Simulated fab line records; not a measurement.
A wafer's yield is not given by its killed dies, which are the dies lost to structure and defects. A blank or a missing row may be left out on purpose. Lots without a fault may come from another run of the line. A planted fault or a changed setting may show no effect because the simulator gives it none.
Which tool is to blame? / flow sky130 / 24 lots with 72 wafers sampled at 6 steps, on a route of 708 steps

== WHAT THE GAUGES SHOWED, per wafer ==
SKY_FIELD_ISO_CD_MEAS_13: the cd target is 150 nm.
lot=L074; measured=day 2 06:59; on=cd-sem-02; cd-nm (nm)=147.0 147.7 149.5
lot=L075; measured=day 2 10:56; on=cd-sem-02; cd-nm (nm)=149.1 150.1 149.0
lot=L076; measured=day 2 16:04; on=cd-sem-02; cd-nm (nm)=149.0 149.0 148.9
lot=L077; measured=day 2 22:02; on=cd-sem-02; cd-nm (nm)=151.5 151.9 151.0
lot=L078; measured=day 3 01:23; on=cd-sem-02; cd-nm (nm)=152.3 152.4 150.5
lot=L079; measured=day 3 05:56; on=cd-sem-02; cd-nm (nm)=151.6 151.5 151.0
lot=L080; measured=day 3 10:59; on=cd-sem-02; cd-nm (nm)=151.8 151.4 151.9
lot=L081; measured=day 3 18:59; on=cd-sem-01; cd-nm (nm)=147.8 147.0 146.2
lot=L082; measured=day 3 21:52; on=cd-sem-02; cd-nm (nm)=148.2 149.2 148.8
lot=L083; measured=day 4 02:56; on=cd-sem-02; cd-nm (nm)=149.2 150.5 150.0
lot=L084; measured=day 4 09:14; on=cd-sem-01; cd-nm (nm)=147.7 147.4 148.1
lot=L085; measured=day 4 14:28; on=cd-sem-01; cd-nm (nm)=152.2 151.9 150.6
lot=L086; measured=day 4 19:17; on=cd-sem-02; cd-nm (nm)=148.8 150.5 149.8
lot=L087; measured=day 4 23:48; on=cd-sem-01; cd-nm (nm)=149.4 150.8 150.2
lot=L088; measured=day 5 05:44; on=cd-sem-01; cd-nm (nm)=148.8 150.0 147.9
lot=L089; measured=day 5 11:45; on=cd-sem-02; cd-nm (nm)=146.7 147.5 148.3
lot=L090; measured=day 5 15:47; on=cd-sem-01; cd-nm (nm)=149.9 150.6 149.7
lot=L091; measured=day 5 20:22; on=cd-sem-01; cd-nm (nm)=153.0 152.1 151.4
lot=L092; measured=day 6 01:13; on=cd-sem-01; cd-nm (nm)=149.4 151.7 149.6
lot=L093; measured=day 6 10:16; on=cd-sem-02; cd-nm (nm)=149.7 148.0 148.6
lot=L094; measured=day 6 17:56; on=cd-sem-02; cd-nm (nm)=149.9 150.3 150.2
lot=L095; measured=day 6 22:18; on=cd-sem-02; cd-nm (nm)=150.1 150.6 150.8
lot=L096; measured=day 7 03:01; on=cd-sem-01; cd-nm (nm)=149.9 150.1 149.2
lot=L097; measured=day 7 05:59; on=cd-sem-01; cd-nm (nm)=148.8 151.5 149.5

SKY_VT_ADJUST_HVTP_CD_MEAS_07: the cd target is 380 nm.
lot=L074; measured=day 6 03:16; on=cd-sem-02; cd-nm (nm)=378.5 375.7 379.9
lot=L075; measured=day 6 09:20; on=cd-sem-02; cd-nm (nm)=380.4 380.6 381.4
lot=L076; measured=day 6 17:49; on=cd-sem-01; cd-nm (nm)=373.6 374.9 376.1
lot=L077; measured=day 6 23:52; on=cd-sem-01; cd-nm (nm)=378.9 382.0 379.4
lot=L078; measured=day 7 04:32; on=cd-sem-02; cd-nm (nm)=377.7 378.7 376.5
lot=L079; measured=day 7 07:33; on=cd-sem-01; cd-nm (nm)=381.7 382.4 383.1
lot=L080; measured=day 7 17:19; on=cd-sem-02; cd-nm (nm)=375.4 374.2 374.9
lot=L081; measured=day 8 00:28; on=cd-sem-02; cd-nm (nm)=380.2 377.7 381.9
lot=L082; measured=day 8 02:13; on=cd-sem-01; cd-nm (nm)=379.9 382.7 382.4
lot=L083; measured=day 8 07:59; on=cd-sem-02; cd-nm (nm)=379.8 381.7 378.9
lot=L084; measured=day 8 15:47; on=cd-sem-01; cd-nm (nm)=375.9 376.6 377.5
lot=L085; measured=day 9 00:16; on=cd-sem-02; cd-nm (nm)=378.9 376.3 375.2
lot=L086; measured=day 9 03:05; on=cd-sem-02; cd-nm (nm)=378.3 377.6 378.0
lot=L087; measured=day 9 10:29; on=cd-sem-02; cd-nm (nm)=381.7 380.8 382.1
lot=L088; measured=day 9 19:52; on=cd-sem-01; cd-nm (nm)=375.2 373.6 374.1
lot=L089; measured=day 10 05:20; on=cd-sem-01; cd-nm (nm)=381.6 379.9 380.1
lot=L090; measured=day 10 11:56; on=cd-sem-01; cd-nm (nm)=380.7 379.4 379.9
lot=L091; measured=day 10 12:01; on=cd-sem-02; cd-nm (nm)=377.6 379.9 379.7
lot=L092; measured=day 10 15:22; on=cd-sem-01; cd-nm (nm)=378.8 375.9 381.5
lot=L093; measured=day 11 02:34; on=cd-sem-02; cd-nm (nm)=382.6 381.6 386.0
lot=L094; measured=day 11 10:55; on=cd-sem-01; cd-nm (nm)=379.2 378.3 377.9
lot=L095; measured=day 11 19:26; on=cd-sem-02; cd-nm (nm)=379.5 378.3 377.4
lot=L096; measured=day 12 02:43; on=cd-sem-01; cd-nm (nm)=375.5 376.0 375.1
lot=L097; measured=day 12 10:10; on=cd-sem-02; cd-nm (nm)=381.3 379.5 380.1

SKY_VT_ADJUST_LVTN_TW_MEAS_10.
lot=L074; measured=day 6 22:57; on=film-metro-02; VT_ADJUST_LVTN_TW=236 237 236
lot=L075; measured=day 7 05:48; on=film-metro-02; VT_ADJUST_LVTN_TW=238 238 238
lot=L076; measured=day 7 14:01; on=film-metro-03; VT_ADJUST_LVTN_TW=241 241 241
lot=L077; measured=day 7 19:55; on=film-metro-03; VT_ADJUST_LVTN_TW=241 241 241
lot=L078; measured=day 8 01:10; on=film-metro-04; VT_ADJUST_LVTN_TW=246 246 246
lot=L079; measured=day 8 03:22; on=film-metro-03; VT_ADJUST_LVTN_TW=241 242 242
lot=L080; measured=day 8 14:44; on=film-metro-04; VT_ADJUST_LVTN_TW=246 247 246
lot=L081; measured=day 8 21:55; on=film-metro-04; VT_ADJUST_LVTN_TW=246 246 245
lot=L082; measured=day 9 00:13; on=film-metro-03; VT_ADJUST_LVTN_TW=241 241 239
lot=L083; measured=day 9 05:49; on=film-metro-03; VT_ADJUST_LVTN_TW=240 241 242
lot=L084; measured=day 9 13:26; on=film-metro-04; VT_ADJUST_LVTN_TW=246 244 245
lot=L085; measured=day 9 23:19; on=film-metro-04; VT_ADJUST_LVTN_TW=245 244 244
lot=L086; measured=day 10 01:52; on=film-metro-02; VT_ADJUST_LVTN_TW=237 238 237
lot=L087; measured=day 10 09:26; on=film-metro-02; VT_ADJUST_LVTN_TW=238 236 236
lot=L088; measured=day 10 18:55; on=film-metro-03; VT_ADJUST_LVTN_TW=240 242 240
lot=L089; measured=day 11 04:41; on=film-metro-04; VT_ADJUST_LVTN_TW=246 246 246
lot=L090; measured=day 11 11:31; on=film-metro-03; VT_ADJUST_LVTN_TW=240 241 240
lot=L091; measured=day 11 11:40; on=film-metro-02; VT_ADJUST_LVTN_TW=237 237 237
lot=L092; measured=day 11 15:16; on=film-metro-02; VT_ADJUST_LVTN_TW=236 237 236
lot=L093; measured=day 12 02:42; on=film-metro-04; VT_ADJUST_LVTN_TW=247 246 246
lot=L094; measured=day 12 11:54; on=film-metro-03; VT_ADJUST_LVTN_TW=240 241 240
lot=L095; measured=day 12 19:44; on=film-metro-03; VT_ADJUST_LVTN_TW=242 240 241
lot=L096; measured=day 13 03:02; on=film-metro-03; VT_ADJUST_LVTN_TW=242 242 241
lot=L097; measured=day 13 11:21; on=film-metro-02; VT_ADJUST_LVTN_TW=238 236 238

SKY_VT_ADJUST_NCORE_OVL_MEAS_08.
lot=L074; measured=day 8 14:41; on=overlay-01; VT_ADJUST_NCORE_OVL (nm)=1.4 2.7 0.4
lot=L075; measured=day 8 22:44; on=overlay-02; VT_ADJUST_NCORE_OVL (nm)=1.0 1.1 0.9
lot=L076; measured=day 9 06:43; on=overlay-02; VT_ADJUST_NCORE_OVL (nm)=-1.8 -0.6 0.0
lot=L077; measured=day 9 13:34; on=overlay-02; VT_ADJUST_NCORE_OVL (nm)=0.0 1.9 1.4
lot=L078; measured=day 9 20:39; on=overlay-02; VT_ADJUST_NCORE_OVL (nm)=1.8 0.7 0.9
lot=L079; measured=day 9 23:52; on=overlay-02; VT_ADJUST_NCORE_OVL (nm)=1.9 0.4 -1.0
lot=L080; measured=day 10 10:37; on=overlay-01; VT_ADJUST_NCORE_OVL (nm)=0.4 1.9 1.9
lot=L081; measured=day 10 17:01; on=overlay-02; VT_ADJUST_NCORE_OVL (nm)=2.0 0.1 0.0
lot=L082; measured=day 10 20:09; on=overlay-02; VT_ADJUST_NCORE_OVL (nm)=-0.2 0.3 -0.7
lot=L083; measured=day 11 01:39; on=overlay-02; VT_ADJUST_NCORE_OVL (nm)=-0.6 0.1 -2.3
lot=L084; measured=day 11 10:43; on=overlay-01; VT_ADJUST_NCORE_OVL (nm)=-0.2 2.5 0.0
lot=L085; measured=day 11 21:07; on=overlay-02; VT_ADJUST_NCORE_OVL (nm)=0.0 1.4 -2.3
lot=L086; measured=day 12 00:14; on=overlay-02; VT_ADJUST_NCORE_OVL (nm)=-2.1 0.6 -1.4
lot=L087; measured=day 12 08:15; on=overlay-02; VT_ADJUST_NCORE_OVL (nm)=0.1 0.2 -0.9
lot=L088; measured=day 12 19:00; on=overlay-02; VT_ADJUST_NCORE_OVL (nm)=1.1 -0.6 0.1
lot=L089; measured=day 13 04:04; on=overlay-01; VT_ADJUST_NCORE_OVL (nm)=0.5 -2.2 -0.7
lot=L090; measured=day 13 12:49; on=overlay-02; VT_ADJUST_NCORE_OVL (nm)=-0.5 -0.3 0.1
lot=L091; measured=day 13 12:56; on=overlay-02; VT_ADJUST_NCORE_OVL (nm)=1.0 2.5 0.8
lot=L092; measured=day 13 16:20; on=overlay-01; VT_ADJUST_NCORE_OVL (nm)=3.6 1.4 0.1
lot=L093; measured=day 14 04:05; on=overlay-01; VT_ADJUST_NCORE_OVL (nm)=-0.7 0.8 -1.0
lot=L094; measured=day 14 14:06; on=overlay-02; VT_ADJUST_NCORE_OVL (nm)=-0.9 -0.4 -0.1
lot=L095; measured=day 14 22:25; on=overlay-02; VT_ADJUST_NCORE_OVL (nm)=1.4 2.3 1.5
lot=L096; measured=day 15 07:03; on=overlay-01; VT_ADJUST_NCORE_OVL (nm)=1.5 -1.1 -1.9
lot=L097; measured=day 15 15:47; on=overlay-02; VT_ADJUST_NCORE_OVL (nm)=3.1 2.2 1.9

SKY_GATE_OXIDE_TW_MEAS_14.
lot=L074; measured=day 13 19:42; on=film-metro-01; GATE_OXIDE_TW=224.3 223.5 223.2
lot=L075; measured=day 14 06:04; on=film-metro-01; GATE_OXIDE_TW=222.6 224.4 223.8
lot=L076; measured=day 14 14:29; on=film-metro-03; GATE_OXIDE_TW=223.4 224.8 224.1
lot=L077; measured=day 15 01:01; on=film-metro-02; GATE_OXIDE_TW=220.2 220.4 219.4
lot=L078; measured=day 15 08:41; on=film-metro-01; GATE_OXIDE_TW=222.8 223.5 223.3
lot=L079; measured=day 15 14:34; on=film-metro-03; GATE_OXIDE_TW=222.9 223.1 222.9
lot=L080; measured=day 16 04:36; on=film-metro-01; GATE_OXIDE_TW=224.3 224.5 224.6
lot=L081; measured=day 16 12:20; on=film-metro-02; GATE_OXIDE_TW=221.1 222.2 222.1
lot=L082; measured=day 16 17:42; on=film-metro-01; GATE_OXIDE_TW=225.6 225.2 223.7
lot=L083; measured=day 16 18:41; on=film-metro-01; GATE_OXIDE_TW=224.5 224.5 224.5
lot=L084; measured=day 17 08:11; on=film-metro-01; GATE_OXIDE_TW=223.2 223.4 224.4
lot=L085; measured=day 17 18:03; on=film-metro-02; GATE_OXIDE_TW=221.4 220.0 220.4
lot=L086; measured=day 17 21:59; on=film-metro-03; GATE_OXIDE_TW=222.0 221.4 221.5
lot=L087; measured=day 18 07:14; on=film-metro-02; GATE_OXIDE_TW=221.0 220.3 219.8
lot=L088; measured=day 18 20:05; on=film-metro-01; GATE_OXIDE_TW=222.4 224.2 223.7
lot=L089; measured=day 19 06:44; on=film-metro-01; GATE_OXIDE_TW=222.6 222.7 224.1
lot=L090; measured=day 19 19:00; on=film-metro-01; GATE_OXIDE_TW=224.8 222.1 222.8
lot=L091; measured=day 19 19:10; on=film-metro-02; GATE_OXIDE_TW=218.3 219.5 218.9
lot=L092; measured=day 20 00:03; on=film-metro-01; GATE_OXIDE_TW=224.3 224.1 224.4
lot=L093; measured=day 20 13:07; on=film-metro-03; GATE_OXIDE_TW=223.1 222.8 223.6
lot=L094; measured=day 21 00:49; on=film-metro-01; GATE_OXIDE_TW=224.9 225.6 224.6
lot=L095; measured=day 21 12:10; on=film-metro-03; GATE_OXIDE_TW=225.0 225.4 223.4
lot=L096; measured=day 21 19:46; on=film-metro-02; GATE_OXIDE_TW=220.3 219.4 221.0
lot=L097; measured=day 22 07:10; on=film-metro-03; GATE_OXIDE_TW=223.7 222.9 222.2

SKY_CONTACT_OVL_MEAS_15.
lot=L074; measured=day 31 14:35; on=overlay-01; CONTACT_OVL (nm)=-1 2 3
lot=L075; measured=day 32 01:06; on=overlay-01; CONTACT_OVL (nm)=-6 -2 -2
lot=L076; measured=day 32 09:13; on=overlay-02; CONTACT_OVL (nm)=2 -7 -4
lot=L077; measured=day 32 23:52; on=overlay-01; CONTACT_OVL (nm)=7 3 0
lot=L078; measured=day 33 01:37; on=overlay-01; CONTACT_OVL (nm)=0 -8 -2
lot=L079; measured=day 33 10:49; on=overlay-02; CONTACT_OVL (nm)=1 9 5
lot=L080; measured=day 33 19:22; on=overlay-02; CONTACT_OVL (nm)=-2 -2 -1
lot=L081; measured=day 34 01:58; on=overlay-01; CONTACT_OVL (nm)=5 1 5
lot=L082; measured=day 34 05:47; on=overlay-02; CONTACT_OVL (nm)=-3 -7 -12
lot=L083; measured=day 34 13:56; on=overlay-01; CONTACT_OVL (nm)=8 6 5
lot=L084; measured=day 34 22:41; on=overlay-01; CONTACT_OVL (nm)=-5 1 7
lot=L085; measured=day 35 11:29; on=overlay-02; CONTACT_OVL (nm)=2 2 3
lot=L086; measured=day 35 12:54; on=overlay-01; CONTACT_OVL (nm)=5 5 10
lot=L087; measured=day 35 18:39; on=overlay-02; CONTACT_OVL (nm)=2 4 8
lot=L088; measured=day 36 07:48; on=overlay-01; CONTACT_OVL (nm)=-4 1 4
lot=L089; measured=day 36 14:32; on=overlay-02; CONTACT_OVL (nm)=-7 -5 -4
lot=L090; measured=day 36 23:43; on=overlay-01; CONTACT_OVL (nm)=1 6 1
lot=L091; measured=day 37 03:22; on=overlay-01; CONTACT_OVL (nm)=-3 1 2
lot=L092; measured=day 37 04:23; on=overlay-01; CONTACT_OVL (nm)=7 5 6
lot=L093; measured=day 37 15:17; on=overlay-01; CONTACT_OVL (nm)=12 2 9
lot=L094; measured=day 37 22:30; on=overlay-01; CONTACT_OVL (nm)=2 3 2
lot=L095; measured=day 38 11:22; on=overlay-02; CONTACT_OVL (nm)=5 4 6
lot=L096; measured=day 38 15:24; on=overlay-02; CONTACT_OVL (nm)=4 3 -8
lot=L097; measured=day 39 04:20; on=overlay-02; CONTACT_OVL (nm)=5 -3 2

== WHAT TOOL EACH LOT RAN ON (gives the tool, then ch and the chambers of the sampled wafers, and finally the start) ==
There is no process step in the record ahead of these readings.

== WHAT THE TOOLS THEMSELVES READ (means of the sampled wafers that have a number; where no wafer has one, the mark that the record gives instead) ==
The record holds no such reading with a usual standard deviation.

== THE ANSWER, worked out from the rows above alone ==
Rule: the usual values come from the lots themselves. The widest of any qualifying gaps counts: lots, ordered by their means at a reading, are off when they make up no more than a third of the lots, leave a main group of 4 or more, and stand apart from it by 3 or more times the standard deviation of that group's means. Not used: any main group whose means are identical at the precision the tables above print for the reading. Also off: a lot with no number at a reading for which 4 or more lots have one. All remaining lots with rows at the step are treated as sound. Order of review: gauges by route order, followed by the tools' own readings, for which a lot's mean as printed above is used. At the first step where some lot is off, the reading lying furthest off is the one used; lots without a number count as furthest.
Nothing can be told from this: no lot is off at any reading shown.

== WHAT THE SIMULATOR PUT IN ==
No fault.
